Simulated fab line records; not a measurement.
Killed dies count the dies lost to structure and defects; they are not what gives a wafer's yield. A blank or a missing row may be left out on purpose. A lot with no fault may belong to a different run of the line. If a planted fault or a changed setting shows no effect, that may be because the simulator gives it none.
Lot-split experiment || flow sky130 || 5 lots, 23 wafers read, on a route of 708 steps

THE SPLIT
At SKY_LDD_P_COAT_02 (resist thk 1140 nm), the setting resist-thk-nm was moved away from the recipe's 1140 nm on 7 of the 23 wafers read, by -5.5% to +1.8%. All remaining wafers had this setting at the recipe value.

The reading is taken at the split's own step.

THE READING
NOVOLAK_of_LDD_P_COAT_02.thk-nm (the simulator's own value, which no gauge read), in nm, at SKY_LDD_P_COAT_02 (resist thk 1140 nm). The file gives no usual value for it. Average 1139 nm, standard deviation 2.5 nm, over the 16 wafers here run with the recipe.

{"wafer": "L074.1", "tool, chamber at the split": "litho-track-04, 0", "resist-thk-nm as run, nm": 1140, "against the recipe": "recipe", "NOVOLAK_of_LDD_P_COAT_02.thk-nm, nm": 1140, "against lot-mates on the recipe": "-"}
{"wafer": "L074.4", "tool, chamber at the split": "litho-track-04, 0", "resist-thk-nm as run, nm": 1140, "against the recipe": "recipe", "NOVOLAK_of_LDD_P_COAT_02.thk-nm, nm": 1140, "against lot-mates on the recipe": "-"}
{"wafer": "L074.5", "tool, chamber at the split": "litho-track-04, 0", "resist-thk-nm as run, nm": 1140, "against the recipe": "recipe", "NOVOLAK_of_LDD_P_COAT_02.thk-nm, nm": 1140, "against lot-mates on the recipe": "-"}
{"wafer": "L074.3", "tool, chamber at the split": "litho-track-04, 0", "resist-thk-nm as run, nm": 1140, "against the recipe": "recipe", "NOVOLAK_of_LDD_P_COAT_02.thk-nm, nm": 1136, "against lot-mates on the recipe": "-"}
{"wafer": "L074.6", "tool, chamber at the split": "litho-track-04, 0", "resist-thk-nm as run, nm": 1140, "against the recipe": "recipe", "NOVOLAK_of_LDD_P_COAT_02.thk-nm, nm": 1139, "against lot-mates on the recipe": "-"}
{"wafer": "L080.1", "tool, chamber at the split": "litho-track-02, 0", "resist-thk-nm as run, nm": 1140, "against the recipe": "recipe", "NOVOLAK_of_LDD_P_COAT_02.thk-nm, nm": 1139, "against lot-mates on the recipe": "-"}
{"wafer": "L080.2", "tool, chamber at the split": "litho-track-02, 0", "resist-thk-nm as run, nm": 1118, "against the recipe": "-1.9%", "NOVOLAK_of_LDD_P_COAT_02.thk-nm, nm": 1116, "against lot-mates on the recipe": -24}
{"wafer": "L080.3", "tool, chamber at the split": "litho-track-02, 0", "resist-thk-nm as run, nm": 1140, "against the recipe": "recipe", "NOVOLAK_of_LDD_P_COAT_02.thk-nm, nm": 1138, "against lot-mates on the recipe": "-"}
{"wafer": "L080.4", "tool, chamber at the split": "litho-track-02, 0", "resist-thk-nm as run, nm": 1140, "against the recipe": "recipe", "NOVOLAK_of_LDD_P_COAT_02.thk-nm, nm": 1142, "against lot-mates on the recipe": "-"}
{"wafer": "L080.5", "tool, chamber at the split": "litho-track-02, 0", "resist-thk-nm as run, nm": 1118, "against the recipe": "-1.9%", "NOVOLAK_of_LDD_P_COAT_02.thk-nm, nm": 1117, "against lot-mates on the recipe": -23}
{"wafer": "L081.1", "tool, chamber at the split": "litho-track-03, 0", "resist-thk-nm as run, nm": 1140, "against the recipe": "recipe", "NOVOLAK_of_LDD_P_COAT_02.thk-nm, nm": 1139, "against lot-mates on the recipe": "-"}
{"wafer": "L081.3", "tool, chamber at the split": "litho-track-03, 0", "resist-thk-nm as run, nm": 1140, "against the recipe": "recipe", "NOVOLAK_of_LDD_P_COAT_02.thk-nm, nm": 1134, "against lot-mates on the recipe": "-"}
{"wafer": "L081.6", "tool, chamber at the split": "litho-track-03, 0", "resist-thk-nm as run, nm": 1140, "against the recipe": "recipe", "NOVOLAK_of_LDD_P_COAT_02.thk-nm, nm": 1137, "against lot-mates on the recipe": "-"}
{"wafer": "L083.1", "tool, chamber at the split": "litho-track-02, 0", "resist-thk-nm as run, nm": 1140, "against the recipe": "recipe", "NOVOLAK_of_LDD_P_COAT_02.thk-nm, nm": 1142, "against lot-mates on the recipe": "-"}
{"wafer": "L083.2", "tool, chamber at the split": "litho-track-02, 0", "resist-thk-nm as run, nm": 1161, "against the recipe": "+1.8%", "NOVOLAK_of_LDD_P_COAT_02.thk-nm, nm": 1166, "against lot-mates on the recipe": "+23"}
{"wafer": "L083.3", "tool, chamber at the split": "litho-track-02, 0", "resist-thk-nm as run, nm": 1161, "against the recipe": "+1.8%", "NOVOLAK_of_LDD_P_COAT_02.thk-nm, nm": 1163, "against lot-mates on the recipe": "+20"}
{"wafer": "L083.4", "tool, chamber at the split": "litho-track-02, 0", "resist-thk-nm as run, nm": 1161, "against the recipe": "+1.8%", "NOVOLAK_of_LDD_P_COAT_02.thk-nm, nm": 1163, "against lot-mates on the recipe": "+20"}
{"wafer": "L083.6", "tool, chamber at the split": "litho-track-02, 0", "resist-thk-nm as run, nm": 1140, "against the recipe": "recipe", "NOVOLAK_of_LDD_P_COAT_02.thk-nm, nm": 1144, "against lot-mates on the recipe": "-"}
{"wafer": "L085.1", "tool, chamber at the split": "litho-track-03, 0", "resist-thk-nm as run, nm": 1140, "against the recipe": "recipe", "NOVOLAK_of_LDD_P_COAT_02.thk-nm, nm": 1139, "against lot-mates on the recipe": "-"}
{"wafer": "L085.2", "tool, chamber at the split": "litho-track-03, 0", "resist-thk-nm as run, nm": 1140, "against the recipe": "recipe", "NOVOLAK_of_LDD_P_COAT_02.thk-nm, nm": 1135, "against lot-mates on the recipe": "-"}
{"wafer": "L085.3", "tool, chamber at the split": "litho-track-03, 0", "resist-thk-nm as run, nm": 1140, "against the recipe": "recipe", "NOVOLAK_of_LDD_P_COAT_02.thk-nm, nm": 1140, "against lot-mates on the recipe": "-"}
{"wafer": "L085.4", "tool, chamber at the split": "litho-track-03, 0", "resist-thk-nm as run, nm": 1077, "against the recipe": "-5.5%", "NOVOLAK_of_LDD_P_COAT_02.thk-nm, nm": 1073, "against lot-mates on the recipe": -65}
{"wafer": "L085.5", "tool, chamber at the split": "litho-track-03, 0", "resist-thk-nm as run, nm": 1077, "against the recipe": "-5.5%", "NOVOLAK_of_LDD_P_COAT_02.thk-nm, nm": 1077, "against lot-mates on the recipe": -61}

THE FIT
A straight line over all 23 wafers: NOVOLAK_of_LDD_P_COAT_02.thk-nm changes by +11.9 nm for each +1% of resist-thk-nm; r = +0.99; the points scatter about the line by 2.6 nm.
The same after taking each lot's own level away (the mean of its wafers on the recipe; 23 wafers): +11.4 nm for each +1%; r = +1.00; scatter 1.8 nm.
The reading moves by 63 nm for the largest change in resist-thk-nm, on that fit.
From 1136.7 to 1143.0 nm: that is the span of the lots' own levels, equal to 2.5 times the standard deviation above.
The two slopes are in agreement: the lot-to-lot level therefore moves the slope only a little.
Check: with one of the wafers moved furthest among these (-5.5%) left out of the fit, the line predicts -62.3 nm for it against its lot-mates. It came out at -65 nm against them.

FURTHER SPLITS ON THESE WAFERS
These wafers also went through other splits before the reading. Each is held against what the fit with the lots' levels taken away leaves over:
{"other split on the same wafers": "SKY_VT_ADJUST_PCH_COAT_02 resist-thk-nm", "wafers away from the commonest value": 11, "r with NOVOLAK_of_LDD_P_COAT_02.thk-nm (lot level and that fit taken away)": -0.15}
{"other split on the same wafers": "SKY_SONOS_TUNNEL_COAT_02 spin-rpm", "wafers away from the commonest value": 7, "r with NOVOLAK_of_LDD_P_COAT_02.thk-nm (lot level and that fit taken away)": "+0.29"}
{"other split on the same wafers": "SKY_SONOS_TUNNEL_IMPLANT_09 dose-cm2", "wafers away from the commonest value": 9, "r with NOVOLAK_of_LDD_P_COAT_02.thk-nm (lot level and that fit taken away)": -0.09}
{"other split on the same wafers": "SKY_SONOS_ONO_CVD_02 pressure-mtorr", "wafers away from the commonest value": 15, "r with NOVOLAK_of_LDD_P_COAT_02.thk-nm (lot level and that fit taken away)": "+0.09"}
{"other split on the same wafers": "SKY_GATE_OXIDE_COAT_05 resist-thk-nm", "wafers away from the commonest value": 7, "r with NOVOLAK_of_LDD_P_COAT_02.thk-nm (lot level and that fit taken away)": -0.05}
{"other split on the same wafers": "SKY_GATE_OXIDE_DEVELOP_09 develop-time-s", "wafers away from the commonest value": 10, "r with NOVOLAK_of_LDD_P_COAT_02.thk-nm (lot level and that fit taken away)": -0.05}

THE WHOLE CHAIN: every reading that the file lists as answering this split, in the file's order
{"step": "SKY_LDD_P_COAT_02", "what it does": "resist thk 1140 nm", "reading": "NOVOLAK_of_LDD_P_COAT_02.thk-nm (the simulator's own value, which no gauge read)", "change (the file's fit)": "+11.4 nm for each +1% of the setting", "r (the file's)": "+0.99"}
{"step": "SKY_LDD_P_STRIP_10", "what it does": "strips in O2/N2", "reading": "strip-time-to-endpoint-s", "change (the file's fit)": "withheld for each +1% of the setting", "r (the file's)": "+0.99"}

THE FILE'S OWN FIT
NOVOLAK_of_LDD_P_COAT_02.thk-nm changes by +11.4 nm for each +1% of resist-thk-nm, r = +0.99.
